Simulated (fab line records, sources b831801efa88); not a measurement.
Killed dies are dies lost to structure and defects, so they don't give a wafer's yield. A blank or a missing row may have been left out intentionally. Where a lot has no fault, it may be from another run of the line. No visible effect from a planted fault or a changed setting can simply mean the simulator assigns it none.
fab line records	flow gf180mcu
record lots=5	wafers=15	last-day=34
route steps=602 shown NWELL@46 LVPWELL@54
lots with no fault: from the same line, run without faults
start-h: start of the lot's first displayed wafer, in hours after the record's first day	wait-h: time in hours since the lot's previous step	" the same as in the row above	L1.1+2: a single row standing in for several wafers	- value missing, or start not given	* or withheld: withheld	< > ~ a bound
route shown NAME@n: NAME is a module with steps in the file, n the number in the route of the first one	usual: mean/standard deviation of fault-free wafers	same: alike in all rows	chamber/n: place in a boat	sites: the reading at each site	_std_site: their standard deviation	_edge_site: inner sites' mean taken away from outer sites' mean	radius-mm: how far each site lies from the wafer's centre	mask NAME#n: copy n	behind: tool/chamber where the wafer was last shaped	hold: reason for holding the lot/hours on hold/outcome of the hold	device: names the non-switching transistor (n, p or np)	end of line: the same wafers' tests at the end of the route	a step given without rows: its recipe and nothing more	killed: at the first sort, the dies lost to defects and structure; wafer yield is something else	map: a wafer's dies, x killed, . not, _ none there
set.NAME: setting as actually run; set.NAME@STEP: the setting as run at that earlier step	model.NAME: the simulator's own value behind a step, which no gauge read
lots at some steps of the route; a table a step, a row a wafer
services: when a tool's chamber went out of use (start-h, in hours from the record's first day, below 0 if earlier), for how many hours, and the reason
## steps
# step GF_NWELL_EXPOSE_04
# recipe mask-id=Nwell	target-cd-nm=860	na=0.6	source-shape=conventional	sigma-outer=0.6	dose-mj=260
# step GF_NWELL_PEB_05
# recipe temp-c=115	time-s=withheld
# step GF_NWELL_DEVELOP_06
# recipe wall-angle-deg=90	develop-time-s=60	dev-temp-c=23
# step GF_NWELL_OVL_MEAS_07
# usual NWELL_OVL=-0.7/1.3
lot.wafer	tool	chamber	start-h	wait-h	NWELL_OVL[nm]
L410.3	overlay-01	-	66.68	-	-3.7
L410.5	"	-	"	"	-1.9
L410.6	"	-	"	"	-0.1
L413.1	overlay-01	-	82.87	-	-0.3
L413.3	"	-	"	"	-2.1
L413.6	"	-	"	"	-1.9
L427.1	overlay-02	-	159.71	-	-1.0
L427.4	"	-	"	"	-1.1
L427.6	"	-	"	"	-2.0
L430.1	overlay-02	-	174.91	-	-4.3
L430.4	"	-	"	"	-1.5
L430.5	"	-	"	"	-1.5
L431.3	overlay-02	-	186.13	-	-2.0
L431.4	"	-	"	"	-1.7
L431.6	"	-	"	"	-4.5
# step GF_NWELL_IMPLANT_08
# recipe species=P	energy-kev=450	dose-cm2=1.5e+13	tilt-deg=0
# step GF_NWELL_IMPLANT_09
# recipe species=P	energy-kev=160	dose-cm2=4e+12	tilt-deg=0
# step GF_NWELL_STRIP_10
# recipe chemistry=O2/N2	power-w=1400	pressure-mtorr=1500	platen-temp-c=250	o2-flow-sccm=3000	n2-flow-sccm=300	overash-fraction=0.5
# usual drypump-motor-current-A=5.8/0.46	heater-power-w=319/32	n2-flow-sccm=300.0/0.95	oes-product-au=0.723/0.005	strip-time-to-endpoint-s=36.97/0.092
lot.wafer	tool	chamber	start-h	wait-h	drypump-motor-current-A	heater-power-w	n2-flow-sccm	oes-product-au	rf-hours-counter-h	strip-time-to-endpoint-s
L410.3	plasma-asher-04	1	67.04	0.1	6.3	337	298.5	0.716	-	36.96
L410.5	"	1	"	"	6.4	349	300.6	0.722	-	37.01
L410.6	"	0	"	"	5.3	364	300.1	0.717	-	36.99
L413.1	plasma-asher-01	0	83.21	0.1	5.4	279	300.0	0.732	28	36.92
L413.3	"	0	"	"	5.4	284	299.6	0.721	-	37.01
L413.6	"	0	"	"	5.4	288	300.4	0.728	-	36.97
L427.1	plasma-asher-04	1	160.05	0.1	6.4	338	299.6	0.722	49	37.12
L427.4	"	1	"	"	6.4	340	299.9	0.716	-	37.11
L427.6	"	0	"	"	5.3	359	300.0	0.719	-	37.09
L430.1	plasma-asher-02	1	175.25	0.1	5.6	310	299.9	0.716	6	36.97
L430.4	"	0	"	"	5.7	312	299.3	0.719	-	37.04
L430.5	"	0	"	"	5.7	319	298.9	0.723	-	36.99
L431.3	plasma-asher-04	1	186.48	0.1	6.3	336	299.3	0.728	-	36.91
L431.4	"	0	"	"	5.3	365	301.0	0.721	-	36.85
L431.6	"	0	"	"	5.3	365	299.6	0.726	-	36.92
# step GF_NWELL_TW_MEAS_11
# usual NWELL_TW=1571/11
lot.wafer	tool	chamber	start-h	wait-h	NWELL_TW
L410.3	film-metro-04	-	67.12	0.1	1582
L410.5	"	-	"	"	1587
L410.6	"	-	"	"	1588
L413.1	film-metro-02	-	83.37	0.1	1572
L413.3	"	-	"	"	1568
L413.6	"	-	"	"	1567
L427.1	film-metro-02	-	160.15	0.1	1578
L427.4	"	-	"	"	1576
L427.6	"	-	"	"	1577
L430.1	film-metro-01	-	175.35	0.1	1558
L430.4	"	-	"	"	1559
L430.5	"	-	"	"	1554
L431.3	film-metro-01	-	186.57	0.1	1561
L431.4	"	-	"	"	1559
L431.6	"	-	"	"	1565
# step GF_LVPWELL_DEHYDRATE_00
# recipe temp-c=200	time-s=60
# step GF_LVPWELL_HMDS_01
# recipe prime-time-s=60	prime-temp-c=120
# step GF_LVPWELL_COAT_02
# recipe spin-rpm=2000	resist-thk-nm=3000
# step GF_LVPWELL_SOFTBAKE_03
# recipe temp-c=110	time-s=withheld
# step GF_LVPWELL_EXPOSE_04
# recipe mask-id=LVPWELL	target-cd-nm=600	na=0.6	source-shape=conventional	sigma-outer=0.6	dose-mj=260
# same sigma-outer=0.6
lot.wafer	tool	chamber	start-h	wait-h	mask
L410.3+5+6	iline-stepper-01	0	73.67	-	LVPWELL#0
L413.1+3+6	iline-stepper-01	0	90.12	-	LVPWELL_R1#0
L427.1+4+6	iline-stepper-01	0	167.97	-	LVPWELL#0
L430.1+4+5	iline-stepper-02	0	183.88	-	LVPWELL#0
L431.3+4+6	iline-stepper-01	0	195.02	-	LVPWELL#0
# step GF_LVPWELL_PEB_05
# recipe temp-c=115	time-s=withheld
## services
tool	chamber	start-h	hours	kind
iline-stepper-02	-	55.80	16.3	repair
iline-stepper-02	-	72.12	1.7	pm
iline-stepper-02	-	73.78	8.9	pm
plasma-asher-02	-	75.22	1.4	repair
plasma-asher-02	-	108.75	9.0	pm
plasma-asher-02	0	108.75	9.0	vent-cycle
plasma-asher-02	1	108.75	9.0	vent-cycle
plasma-asher-02	0	117.75	-	clean
plasma-asher-02	1	117.75	-	clean
iline-stepper-01	0	126.86	-	calibration
iline-stepper-01	-	139.10	7.8	repair
plasma-asher-04	-	141.66	2.6	repair
plasma-asher-01	-	152.16	2.8	pm
iline-stepper-02	0	164.08	-	calibration
iline-stepper-02	-	167.13	5.4	repair
plasma-asher-04	-	191.58	0.5	repair
## key
first-sign step=GF_LVPWELL_EXPOSE_04	reading=mask	direction=changed
effect none on later readings
met-at GF_LVPWELL_EXPOSE_04
struck-wafers L413.1,L413.3,L413.6
sort-left-out L413.1,L413.3,L413.6
tester-left-out L413
onset-between 73.67 90.12
fault kind=wrong-mask	tool=any	chamber=-	onset-h=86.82	steps=GF_LVPWELL_EXPOSE_04	aux-copy=LVPWELL_R1#0	cd-offset-nm=-120	scope=struck-lots-only
# tester-left-out: of these lots the tester's yield and bins aren't shown, on N5 and GAA mostly nor the transistor test; their killed dies are dies lost to structure and defects alone, not to doping, threshold or leakage, so they don't give the yield
# sort-left-out: the simulated sort isn't trusted on such a fault, so these wafers' sort isn't shown, and their yield isn't known
